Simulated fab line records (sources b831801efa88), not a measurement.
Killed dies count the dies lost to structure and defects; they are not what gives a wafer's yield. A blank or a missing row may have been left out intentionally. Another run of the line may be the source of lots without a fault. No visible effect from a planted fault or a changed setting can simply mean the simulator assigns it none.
A lot that was struck, set against a sound lot | flow sfq line | 41 steps out of a route of 325
Sound: these wafers, L810.2, L810.4, L810.6. Wafers struck: L821.1, L821.2, L821.4. At the end, the cause is stated.
Each step with rows lists, per side, the tool, then ch with its chambers, then its first start. Under that, the readings that differ: sound wafers | struck wafers | difference of the means | sigmas: that difference in standard deviations of wafers without a fault.
alike: readings whose means differ by less than 2 such deviations, and words and numbers that are the same on both sides. not compared: withheld readings, readings that some wafer has no value for, bounds like >300 that may hide the same value, and numbers for which the record gives no deviation and whose values overlap.
Wherever a step has rows on one side only, a row that says differs or no value, or a row with sigmas, the two part there. Numbers that don't overlap but have no deviation are shown without sigmas and don't part them. A reading missing from all wafers of one side parts the sides only when that side holds two or more wafers.

SFQ_L0V_OVL_MEAS_903:
  sound on overlay-01, day 10 13:17; struck on overlay-01, day 13 18:59
  reading      | sound | struck    | difference | sigmas
  L0V_OVL (nm) | 6 5 7 | -2 -3 -10 | -11        | -3
SFQ_TRILAYER_L0_VIA_BARC_OPEN_VIA_ETCH_021: etches BARC in O2, target depth 125 nm, time 41.7 s.
  sound on rie diel-01 ch 0,3, day 10 13:19; struck on rie diel-04 ch 0,1,3, day 13 19:01
  alike: bias w, drypump motor current A, oes product au
  not compared: rf hours counter h
then, 5 steps without rows for these wafers: SFQ_TRILAYER_L0_VIA_ETCH_VIA_ETCH_016 (etches SiO2 in CHF3, stops on MoNx KI, target depth 80 nm); SFQ_TRILAYER_L0_VIA_STRIP_STRIP_017 (strips in O2); SFQ_TRILAYER_L0_VIA_STRIP_SOLV_CLEAN_018 (cleans in NMP, time 600 s); SFQ_TRILAYER_M0_DEP_PRE_CLEAN_020 (time 15 s); SFQ_TRILAYER_M0_DEP_SPUTTER_019 (material Nb, target thk 200 nm, time 133.3 s).
SFQ_M0_RS_MEAS_904: uses a four-point probe to measure.
  sound on film metro-04, day 10 14:29; struck on film metro-01, day 13 20:11
  alike: M0_NB_RS
then, 3 steps without rows for these wafers: SFQ_TRILAYER_M0_LITHO_COAT_026 (resist thk 62 nm); SFQ_TRILAYER_M0_LITHO_COAT_021 (resist thk 600 nm); SFQ_TRILAYER_M0_LITHO_SOFTBAKE_025.
-- the record jumps here: 5 days lie between the struck wafers' starts before and after --
SFQ_TRILAYER_M0_LITHO_EXPOSE_022: exposes mask M0, target cd 500 nm.
  sound on krf scanner-01 ch 0, day 15 03:12; struck on krf scanner-01 ch 0, day 19 02:25
  reading              | sound                | struck            | difference | sigmas
  exposure dose mJ cm2 | 14.420 14.412 14.413 | 9.110 9.123 9.124 | -5.296     | -99 or more
  alike: mask, stage vel mm s
then, 2 steps without rows for these wafers: SFQ_TRILAYER_M0_LITHO_PEB_024 (peb time 60 s); SFQ_TRILAYER_M0_LITHO_DEVELOP_023 (time 60 s).
SFQ_M0_OVL_MEAS_906:
  sound on overlay-02, day 15 04:30; struck on overlay-01, day 19 03:55
  alike: M0_OVL
SFQ_TRILAYER_M0_BARC_OPEN_METAL_ETCH_031: etches BARC in O2, target depth 125 nm, time 41.7 s.
  sound on rie metal-02 ch 0, day 15 04:33; struck on rie metal-02 ch 0,1, day 19 03:57
  reading             | sound             | struck            | difference | sigmas
  model.M0.cd nm (nm) | 501.8 502.6 502.4 | 573.6 575.3 574.2 | +72.1      |
  alike: bias w, drypump motor current A, oes product au
  not compared: rf hours counter h
SFQ_TRILAYER_M0_ETCH_METAL_ETCH_024: etches Nb in Cl2/Ar, stops on SiO2, target depth 240 nm, time 120 s.
  sound on rie metal-02 ch 0, day 15 04:41; struck on rie metal-02 ch 0,1, day 19 04:01
  reading             | sound             | struck            | difference | sigmas
  model.M0.cd nm (nm) | 501.2 501.6 501.7 | 572.8 578.4 576.7 | +74.5      |
  alike: bias w, drypump motor current A, oes product au
  not compared: rf hours counter h
SFQ_TRILAYER_M0_STRIP_STRIP_025: strips in O2.
  sound on rie metal-02 ch 0, day 15 05:06; struck on rie metal-02 ch 0,1, day 19 04:08
  alike: drypump motor current A, oes product au
  not compared: rf hours counter h
then, 1 step without rows for these wafers: SFQ_TRILAYER_M0_STRIP_SOLV_CLEAN_026 (cleans in NMP, time 600 s).
SFQ_TRILAYER_I0_DEP_PECVD_027: deposits SiO2 from SiH4/N2O, time 111.11 s, target thk 500 nm.
  sound on pecvd-01 ch 0,1, day 15 06:17; struck on pecvd-01 ch 0,1,2, day 19 05:05
  alike: heater power w, throttle valve pct
  not compared: since wet clean h
then, 1 step without rows for these wafers: SFQ_TRILAYER_I0_CMP_CMP_028 (polishes SiO2).
SFQ_I0_BOW_MEAS_907:
  sound on film metro-01, day 15 17:17; struck on film metro-04, day 19 10:22
  alike: I0_BOW
then, 7 steps without rows for these wafers: SFQ_TRILAYER_I0_METRO_MEASURE_029; SFQ_TRILAYER_I0_VIA_LITHO_COAT_036 (resist thk 62 nm); SFQ_TRILAYER_I0_VIA_LITHO_COAT_031 (resist thk 650 nm); SFQ_TRILAYER_I0_VIA_LITHO_SOFTBAKE_035; SFQ_TRILAYER_I0_VIA_LITHO_EXPOSE_032 (exposes mask I0, target cd 500 nm); SFQ_TRILAYER_I0_VIA_LITHO_PEB_034 (peb time 60 s); SFQ_TRILAYER_I0_VIA_LITHO_DEVELOP_033 (time 60 s).
-- the record jumps here: 6 days lie between the struck wafers' starts before and after --
SFQ_I0_OVL_MEAS_908:
  sound on overlay-01, day 21 13:31; struck on overlay-01, day 25 20:23
  alike: I0_OVL
then, 1 step without rows for these wafers: SFQ_TRILAYER_I0_VIA_BARC_OPEN_VIA_ETCH_046 (etches BARC in O2, target depth 125 nm, time 41.7 s).
SFQ_TRILAYER_I0_VIA_ETCH_VIA_ETCH_034: etches SiO2 in CHF3, stops on Nb, target depth 260 nm.
  sound on rie diel-04 ch 0,1,3, day 21 13:35; struck on rie diel-02 ch 0,2,3, day 25 20:27
  alike: bias w, drypump motor current A, oes product au
then, 3 steps without rows for these wafers: SFQ_TRILAYER_I0_VIA_STRIP_STRIP_035 (strips in O2); SFQ_TRILAYER_I0_VIA_STRIP_SOLV_CLEAN_036 (cleans in NMP, time 600 s); SFQ_TRILAYER_M1_DEP_PRE_CLEAN_038 (time 22.5 s).
SFQ_TRILAYER_M1_DEP_SPUTTER_037: material Nb, target thk 200 nm, time 133.3 s.
  sound on pvd sputter-05, day 21 14:29; struck on pvd sputter-03, day 25 21:22
  alike: throttle valve pct
SFQ_M1_RS_MEAS_909: uses a four-point probe to measure.
  sound on film metro-01, day 21 14:37; struck on film metro-01, day 25 21:28
  reading           | sound             | struck            | difference | sigmas
  M1_NB_RS (ohm/sq) | 0.902 0.893 0.888 | 0.874 0.876 0.877 | -0.019     | -2
then, 3 steps without rows for these wafers: SFQ_TRILAYER_M1_LITHO_COAT_044 (resist thk 62 nm); SFQ_TRILAYER_M1_LITHO_COAT_039 (resist thk 600 nm); SFQ_TRILAYER_M1_LITHO_SOFTBAKE_043.
-- the record jumps here: 61 days lie between the struck wafers' starts before and after --
SFQ_M8_BOW_MEAS_951:
  sound on film metro-01, day 85 06:05; struck on film metro-02, day 87 05:17
  reading               | sound             | struck            | difference | sigmas
  model.etest.m0.ohm um | 1.744 1.734 1.747 | 1.518 1.496 1.528 | -0.228     |
  alike: M8_BOW

## WHERE THEY PART
Last at SFQ_M1_RS_MEAS_909 as far as this record goes, first at SFQ_L0V_OVL_MEAS_903. Later steps at which nothing parts them and some readings are alike: SFQ_M8_BOW_MEAS_951.

WHY: what had been put in by the simulator
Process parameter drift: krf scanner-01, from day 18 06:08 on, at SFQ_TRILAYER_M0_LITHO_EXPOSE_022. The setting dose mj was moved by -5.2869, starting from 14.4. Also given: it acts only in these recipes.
